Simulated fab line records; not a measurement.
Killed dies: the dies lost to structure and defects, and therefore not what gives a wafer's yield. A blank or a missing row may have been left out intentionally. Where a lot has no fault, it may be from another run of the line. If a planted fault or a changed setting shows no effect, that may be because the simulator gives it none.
Struck lot and sound lot, side by side :: flow sky130 :: 16 out of 708 route steps
Sound: the wafers L606.1, L606.2, L606.4. The struck wafers were L613.2, L613.3, L613.6. The cause is given at the end.
For every step that has rows: the tool of each side, followed by ch and its chambers, followed by its first start. Under that, the readings that differ: sound wafers :: struck wafers :: difference of the means :: sigmas: that difference in standard deviations of wafers without a fault.
alike: readings with means less than 2 such deviations apart, plus words and numbers identical on both sides. not compared: withheld readings, readings lacking a value on some wafer, bounds such as >300 that could conceal the same value, and numbers that have no deviation in the record and whose values overlap.
The two part at a step that has a row with sigmas, a row that says differs or no value, or rows on one side only. Numbers that have no deviation but don't overlap get no sigmas and don't part them. A reading that every wafer of one side lacks parts them only if that side has two wafers or more.

first, 4 steps without rows for these wafers: SKY_LDD_N_IMPLANT_12; SKY_LDD_N_IMPLANT_13; SKY_LDD_N_IMPLANT_14; SKY_LDD_N_IMPLANT_15.
SKY_LDD_N_STRIP_16: strips in O2/N2.
  sound on plasmaAsher-01 ch 0,1, day 20 09:08; struck on plasmaAsher-04 ch 0, day 22 15:08
reading: drypumpMotorCurrentA (A)
sound: 4.9 5.5 5.5
struck: 6.4 6.3 6.3
difference: +1.0
sigmas: +2
  alike: oesProductAu, stripTimeToEndpointS
  not compared: rfHoursCounterH
SKY_LDD_N_TW_MEAS_17:
  sound: filmMetro-02 at day 20 09:14; struck: filmMetro-04 at day 22 15:15
  alike: LDD_N_TW
then, 6 steps without rows for these wafers: SKY_LDD_P_DEHYDRATE_00 (time 60 s); SKY_LDD_P_HMDS_01 (prime time 60 s); SKY_LDD_P_COAT_02 (resist thk 1159 nm); SKY_LDD_P_SOFTBAKE_03 (time 60 s); SKY_LDD_P_EXPOSE_04 (exposes mask PSDM, target cd 380 nm); SKY_LDD_P_PEB_05.
SKY_LDD_P_DEVELOP_06: develop time 60 s.
  sound on lithoTrack-04 ch 0, day 21 15:48; struck on lithoTrack-04 ch 0, day 23 20:22
reading: developerTempC (C)
sound: 23.12 23.00 23.12
struck: 25.23 25.29 25.18
difference: +2.15
sigmas: +20
SKY_LDD_P_CD_MEAS_07: the cd target is 380 nm.
  sound: cdSem-01 at day 21 15:59; struck: cdSem-01 at day 23 20:31
reading: cdNm (nm)
sound: 379.7 381.8 380.1
struck: 374.4 372.1 373.7
difference: -7.1
sigmas: -3
SKY_LDD_P_OVL_MEAS_08:
  sound: overlay-02 at day 21 16:06; struck: overlay-01 at day 23 20:37
  alike: LDD_P_OVL
-- here the record skips 25 days between the struck wafers' starts before and after, leaving off in module LDD_P and picking up in module PAD_OPEN (first step shown: number 708 of the route) --
SKY_PAD_OPEN_PROBE_99:
  rows exist in the record for the struck wafers here (prober-01, day 48 22:04), but not for the sound ones

WHERE THEY PART
First at SKY_LDD_N_STRIP_16; last, within this record, at SKY_PAD_OPEN_PROBE_99.

WHY: the cause the simulator had injected
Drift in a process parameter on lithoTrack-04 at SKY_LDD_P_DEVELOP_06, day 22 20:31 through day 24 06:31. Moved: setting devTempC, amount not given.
